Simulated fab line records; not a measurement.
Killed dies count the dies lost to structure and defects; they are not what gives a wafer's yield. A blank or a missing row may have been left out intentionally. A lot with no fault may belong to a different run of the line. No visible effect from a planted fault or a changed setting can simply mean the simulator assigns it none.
What tool caused it? ; flow sfq-line ; 39 wafers sampled from 13 lots at 1 step of a route of 325

== WHAT EACH GAUGE READ, for each wafer ==
No reading from a measuring or inspecting step in the record can be judged against a usual standard deviation.

== WHAT TOOL EACH LOT RAN ON (gives the tool, then ch and the chambers of the sampled wafers, and finally the start) ==
lot;SFQ_TRILAYER_A5B_CMP_CMP_130
L487;cmp-01 ch 2,3, day 58 17:43
L488;cmp-01 ch 0,3, day 59 02:07
L489;cmp-01 ch 0,1,3, day 59 17:35
L490;cmp-02 ch 0,2,3, day 60 09:04
L491;cmp-01 ch 1,3, day 60 18:40
L492;cmp-01 ch 0,1,2, day 61 17:25
L493;cmp-02 ch 0,1,2, day 61 22:44
L496;cmp-02 ch 1,2,3, day 63 02:59
L499;cmp-01 ch 0,1,2, day 64 08:07
L500;cmp-02 ch 0,1, day 64 08:19
L505;cmp-02 ch 1,3, day 64 19:07
L506;cmp-02 ch 1,2,3, day 64 21:37
L510;cmp-02 ch 0,1,3, day 65 08:07
- SFQ_TRILAYER_A5B_CMP_CMP_130: polishes, stops on Nb, target thk 340.7 nm.

== WHAT THE TOOLS THEMSELVES READ (means of the sampled wafers that have a number; where no wafer has one, the mark that the record gives instead) ==
SFQ_TRILAYER_A5B_CMP_CMP_130.
lot;tool;head-pressure-psi (psi);motor-current-A (A);retaining-ring-pressure-frac
L487;cmp-01;2.997;10.0;1.001
L488;cmp-01;2.999;10.1;0.993
L489;cmp-01;3.006;10.2;1.000
L490;cmp-02;2.998;10.4;0.998
L491;cmp-01;3.003;9.7;1.000
L492;cmp-01;3.002;11.0;0.996
L493;cmp-02;3.005;9.9;0.999
L496;cmp-02;3.000;9.8;1.000
L499;cmp-01;2.954;10.6;1.000
L500;cmp-02;2.998;10.3;1.004
L505;cmp-02;3.004;10.1;0.997
L506;cmp-02;2.999;9.8;1.000
L510;cmp-02;2.997;10.5;1.000

== THE ANSWER, worked out from the rows above alone ==
Rule: the usual values come from the lots themselves. Put in order of their means at a reading, lots are off if they are a third of the lots or fewer, leave a main group of 4 or more, and stand apart from it by a gap of 3 or more times the standard deviation of the main group's means; of several such gaps the widest counts. A main group whose means are all the same, to the digits that the tables above print for the reading, isn't used. A lot without any number at a reading at which 4 lots or more have one is off too. Any other lot the step has rows for is counted as sound. After the gauges, taken in route order, come the tools' own readings; for these a lot's mean is taken, as printed above. The first step at which some lot is off is used, and at that step the reading that is off furthest; a lot without a number counts as furthest.
Off: L499, at SFQ_TRILAYER_A5B_CMP_CMP_130 (head-pressure-psi). The main group: mean 3.001 psi, standard deviation 0.0031.
A tool fits if, at that step or a process step before it, it ran every lot that is off, and no sound lot after the first of them. One fits: SFQ_TRILAYER_A5B_CMP_CMP_130 on cmp-01. Its last sound lot is L492 (day 61 17:25), its first lot that is off L499 (day 64 08:07): a fault that began between those two fits.
The tool's own readings at SFQ_TRILAYER_A5B_CMP_CMP_130 bear it out: on the lots that are off they differ by more than 5 times the standard deviation of the sound lots' means. head-pressure-psi reads 2.954 psi there against 3.001 psi on the sound lots.

== WHAT THE SIMULATOR HAD INSERTED ==
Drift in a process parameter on cmp-01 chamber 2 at SFQ_TRILAYER_A5B_CMP_CMP_130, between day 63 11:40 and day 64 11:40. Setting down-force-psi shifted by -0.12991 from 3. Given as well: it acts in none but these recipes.
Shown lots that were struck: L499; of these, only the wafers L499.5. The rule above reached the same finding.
